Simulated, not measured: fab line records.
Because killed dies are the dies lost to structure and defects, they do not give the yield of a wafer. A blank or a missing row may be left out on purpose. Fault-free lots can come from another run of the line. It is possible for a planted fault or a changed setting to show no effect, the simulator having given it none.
A sampling plan put to the test -- flow gf180mcu -- each of the 3 faults these records tell of, on one fab line, judged from the records of the lots it struck
The plan is the line's own looks: the steps of the route at which a gauge or an inspection reads the wafer and doesn't change it. A look can be judged if struck wafers have a number there and the file gives its usual mean and standard deviation on fault-free wafers. Caught: the struck wafers' mean, at a look after the fault's first step, is 4 or more of those standard deviations (sigma) away from the usual mean. On the tool: the test repeated on the tool's own readings taken at the fault's steps. If the struck wafers alone have a blank record, or they carry another recipe, that too counts as caught.

== THE FAULTS, as the simulator had put them in ==
1. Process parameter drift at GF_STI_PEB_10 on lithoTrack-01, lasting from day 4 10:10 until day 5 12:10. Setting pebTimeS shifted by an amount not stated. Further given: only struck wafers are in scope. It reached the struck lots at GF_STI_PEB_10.
2. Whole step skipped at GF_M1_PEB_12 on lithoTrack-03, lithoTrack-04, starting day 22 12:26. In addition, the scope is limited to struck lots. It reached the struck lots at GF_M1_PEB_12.
3. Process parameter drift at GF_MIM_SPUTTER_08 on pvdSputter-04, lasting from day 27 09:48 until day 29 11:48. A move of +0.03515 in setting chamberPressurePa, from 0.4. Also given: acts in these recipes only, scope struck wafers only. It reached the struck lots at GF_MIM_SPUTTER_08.

== WHAT THE PLAN SAW ==
fault,on the tool itself,first look that catches it,"reading, sigma",median hours from its first step to that look,hours from the fault's start to the first struck lot there,judged looks passed uncaught
1,heaterPowerTotalW +10 sigma,none of the 3 looks that can be judged after it,-,-,-,3
2,the tool's record is blank for the struck wafers,no look after it can be judged,-,-,-,0
3,chamberPressurePa +42 sigma,no look after it can be judged,-,-,-,0
A dash: this means the fault isn't caught or the number doesn't appear in these records.

Caught at a look: 0 of 3. Caught on the tool: 3 of 3. By one or the other: 3 of 3.
Faults caught by the tool alone: 1, 2, 3.
